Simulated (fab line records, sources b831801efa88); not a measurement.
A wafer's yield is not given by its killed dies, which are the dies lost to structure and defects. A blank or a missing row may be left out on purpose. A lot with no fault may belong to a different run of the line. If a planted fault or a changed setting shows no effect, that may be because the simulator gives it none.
Which tool was responsible?    flow sky130    36 wafers from 12 lots sampled at 5 of the route's 708 steps

== WHAT THE GAUGES SHOWED, per wafer ==
No reading from a measuring or inspecting step in the record can be judged against a usual standard deviation.

== EACH LOT AND THE TOOL THAT RAN IT (in order: tool; ch and the chambers of the sampled wafers; start) ==
lot   SKY_METAL2_DESCUM_17               SKY_VIA2_CMP_24                SKY_METAL3_SPUTTER_00         SKY_METAL3_SPUTTER_01         SKY_PAD_OPEN_PROBE_99
L613  rie_metal-01 ch 0,1, day 35 04:10  cmp-01 ch 2,3, day 36 08:44    pvd_sputter-01, day 36 09:02  pvd_sputter-01, day 36 09:03  prober-01, day 45 20:19
L615  rie_metal-04 ch 0,1, day 36 00:33  cmp-02 ch 1,3, day 37 04:40    pvd_sputter-02, day 37 04:58  pvd_sputter-02, day 37 04:59  prober-01, day 46 11:17
L616  rie_metal-04 ch 0,1, day 36 05:52  cmp-02 ch 0,1,3, day 37 10:33  pvd_sputter-01, day 37 10:51  pvd_sputter-01, day 37 10:52  prober-02, day 46 18:00
L624  rie_metal-02 ch 0,1, day 38 15:37  cmp-02 ch 0,2,3, day 39 19:24  pvd_sputter-03, day 39 19:42  pvd_sputter-03, day 39 19:43  prober-01, day 48 15:36
L625  rie_metal-02 ch 0, day 39 07:23    cmp-02 ch 2,3, day 40 11:18    pvd_sputter-03, day 40 11:33  pvd_sputter-03, day 40 11:34  prober-02, day 49 00:02
L627  rie_metal-04 ch 0,1, day 39 22:37  cmp-01 ch 1,2,3, day 41 01:29  pvd_sputter-02, day 41 01:44  pvd_sputter-02, day 41 01:45  prober-02, day 49 11:39
L628  rie_metal-01 ch 0,1, day 40 06:04  cmp-01 ch 0,1,2, day 41 08:39  pvd_sputter-02, day 41 08:57  pvd_sputter-02, day 41 08:59  prober-01, day 49 17:28
L629  rie_metal-04 ch 1, day 40 10:07    cmp-01 ch 2,3, day 41 13:32    pvd_sputter-02, day 41 13:50  pvd_sputter-02, day 41 13:51  prober-02, day 49 21:11
L631  rie_metal-01 ch 0,1, day 40 18:58  cmp-01 ch 1,2,3, day 41 21:41  pvd_sputter-03, day 41 21:53  pvd_sputter-03, day 41 21:55  prober-02, day 50 03:47
L632  rie_metal-04 ch 0,1, day 41 06:28  cmp-01 ch 1,3, day 42 08:51    pvd_sputter-03, day 42 09:09  pvd_sputter-03, day 42 09:11  prober-01, day 50 09:27
L633  rie_metal-01 ch 0,1, day 41 12:07  cmp-01 ch 1,2, day 42 14:10    pvd_sputter-03, day 42 14:25  pvd_sputter-03, day 42 14:26  prober-02, day 50 14:08
L635  rie_metal-01 ch 0,1, day 41 20:55  cmp-01 ch 0,2,3, day 42 23:08  pvd_sputter-02, day 42 23:20  pvd_sputter-02, day 42 23:22  prober-02, day 50 19:53
- SKY_METAL2_DESCUM_17: chemistry O2, time 8 s.
- SKY_VIA2_CMP_24: polishes, stops on SiO2, t overpolish 20 s, target thk 0 nm.
- SKY_METAL3_SPUTTER_00: material Ti, target thk 15 nm, time 10 s.
- SKY_METAL3_SPUTTER_01: material TiN, target thk 20 nm, time 16.7 s.
- SKY_PAD_OPEN_PROBE_99

== AS READ BY THE TOOLS THEMSELVES (means over the sampled wafers that have a number; for cases with no such wafer, the mark the record gives instead) ==
SKY_METAL2_DESCUM_17.
lot   tool          chamber_pressure_mTorr (mTorr)  drypump_motor_current_A (A)  oes_product_au (a.u.)
L613  rie_metal-01  9.998                           5.7                          1.005
L615  rie_metal-04  9.995                           5.7                          1.016
L616  rie_metal-04  10.002                          6.1                          1.004
L624  rie_metal-02  9.991                           5.7                          0.995
L625  rie_metal-02  9.996                           5.8                          0.987
L627  rie_metal-04  10.001                          6.1                          0.996
L628  rie_metal-01  9.994                           5.7                          0.991
L629  rie_metal-04  9.994                           5.3                          1.013
L631  rie_metal-01  10.004                          5.6                          0.997
L632  rie_metal-04  9.997                           6.1                          0.997
L633  rie_metal-01  10.006                          5.6                          1.002
L635  rie_metal-01  9.990                           5.6                          0.995

SKY_VIA2_CMP_24.
lot   tool    head_pressure_psi (psi)  motor_current_A (A)  overpolish_run_s (s)  time_to_endpoint_s (s)
L613  cmp-01  3.507                    12.0                 19.999                108
L615  cmp-02  3.504                    13.1                 19.998                100
L616  cmp-02  3.504                    13.1                 19.999                107
L624  cmp-02  3.507                    13.2                 20.004                56
L625  cmp-02  3.501                    13.1                 20.000                58
L627  cmp-01  3.508                    11.2                 20.017                105
L628  cmp-01  3.503                    11.9                 20.003                101
L629  cmp-01  3.493                    12.0                 20.002                103
L631  cmp-01  3.504                    11.6                 19.998                103
L632  cmp-01  3.495                    10.7                 20.004                100
L633  cmp-01  3.496                    12.0                 19.998                100
L635  cmp-01  3.494                    11.4                 19.992                100

SKY_METAL3_SPUTTER_00.
lot   tool            throttle_valve_pct (%)
L613  pvd_sputter-01  29.8
L615  pvd_sputter-02  28.9
L616  pvd_sputter-01  29.8
L624  pvd_sputter-03  30.3
L625  pvd_sputter-03  30.4
L627  pvd_sputter-02  29.4
L628  pvd_sputter-02  29.5
L629  pvd_sputter-02  28.7
L631  pvd_sputter-03  30.5
L632  pvd_sputter-03  30.4
L633  pvd_sputter-03  30.4
L635  pvd_sputter-02  30.5

SKY_METAL3_SPUTTER_01.
lot   tool            throttle_valve_pct (%)
L613  pvd_sputter-01  29.8
L615  pvd_sputter-02  28.9
L616  pvd_sputter-01  29.9
L624  pvd_sputter-03  30.5
L625  pvd_sputter-03  30.5
L627  pvd_sputter-02  29.6
L628  pvd_sputter-02  29.6
L629  pvd_sputter-02  28.7
L631  pvd_sputter-03  30.6
L632  pvd_sputter-03  30.4
L633  pvd_sputter-03  30.4
L635  pvd_sputter-02  30.4

SKY_PAD_OPEN_PROBE_99.
lot   tool       defect_limited_yield (%)  killed_at_M0_to_M3  killed_at_M4_up  killed_at_contacts  killed_at_front_end  killed_at_other  killed_dies  killed_open  killed_short  sort_bin_3_pad_short (%)  sort_bin_5_function (%)  sort_bin_6_memory (%)  sort_n_pass  sort_yield_pct (%)
L613  prober-01  81.0                      50                  2.7              27                  13                   0.7              93           54           38            1.3                       10.4                     7.2                    399          81.0
L615  prober-01  81.8                      46                  2.7              26                  14                   0.7              89           49           40            0.8                       11.8                     5.6                    403          81.8
L616  prober-02  82.2                      43                  2.7              27                  15                   0.0              87           48           39            1.1                       10.4                     6.2                    405          82.2
L624  prober-01  82.8                      39                  2.3              28                  15                   0.0              84           50           34            0.5                       10.8                     5.8                    408          82.8
L625  prober-02  82.9                      41                  2.0              26                  16                   0.0              84           45           39            0.9                       10.1                     6.1                    408          82.9
L627  prober-02  81.3                      55                  5.0              21                  10                   0.3              92           48           44            0.9                       12.5                     5.3                    400          81.3
L628  prober-01  80.5                      47                  4.7              28                  15                   0.7              96           50           46            0.8                       11.5                     7.2                    396          80.5
L629  prober-02  81.7                      41                  4.0              28                  17                   0.0              90           44           46            1.1                       11.3                     5.9                    402          81.7
L631  prober-02  81.1                      50                  2.7              24                  16                   0.7              93           53           40            0.7                       10.8                     7.4                    399          81.1
L632  prober-01  81.6                      41                  2.7              30                  16                   0.3              90           51           39            1.3                       10.6                     6.5                    402          81.6
L633  prober-02  82.0                      47                  3.3              20                  19                   0.3              89           50           38            1.1                       10.6                     6.3                    403          82.0
L635  prober-02  85.5                      34                  2.7              23                  12                   0.0              72           41           31            1.3                       7.4                      5.8                    420          85.5

== THE ANSWER, worked out from the rows above alone ==
Rule: what is usual is taken from the lots themselves. Put in order of their means at a reading, lots are off if they are a third of the lots or fewer, leave a main group of 4 or more, and stand apart from it by a gap of 3 or more times the standard deviation of the main group's means; of several such gaps the widest counts. A main group whose means are all the same, to the digits that the tables above print for the reading, isn't used. Also off: a lot with no number at a reading for which 4 or more lots have one. The other lots that the step has rows for count as sound. Order of review: gauges by route order, followed by the tools' own readings, for which a lot's mean as printed above is used. At the first step where some lot is off, the reading lying furthest off is the one used; lots without a number count as furthest.
Off: L624, L625, at SKY_VIA2_CMP_24 (time_to_endpoint_s). Mean 103 s and standard deviation 2.9 in the main group.
A tool fits if, at that step or a process step before it, it ran every lot that is off, and no sound lot after the first of them. Can't be told from this: 2 tools fit, rie_metal-02 at SKY_METAL2_DESCUM_17, cmp-02 at SKY_VIA2_CMP_24.

== WHAT WAS PUT IN BY THE SIMULATOR ==
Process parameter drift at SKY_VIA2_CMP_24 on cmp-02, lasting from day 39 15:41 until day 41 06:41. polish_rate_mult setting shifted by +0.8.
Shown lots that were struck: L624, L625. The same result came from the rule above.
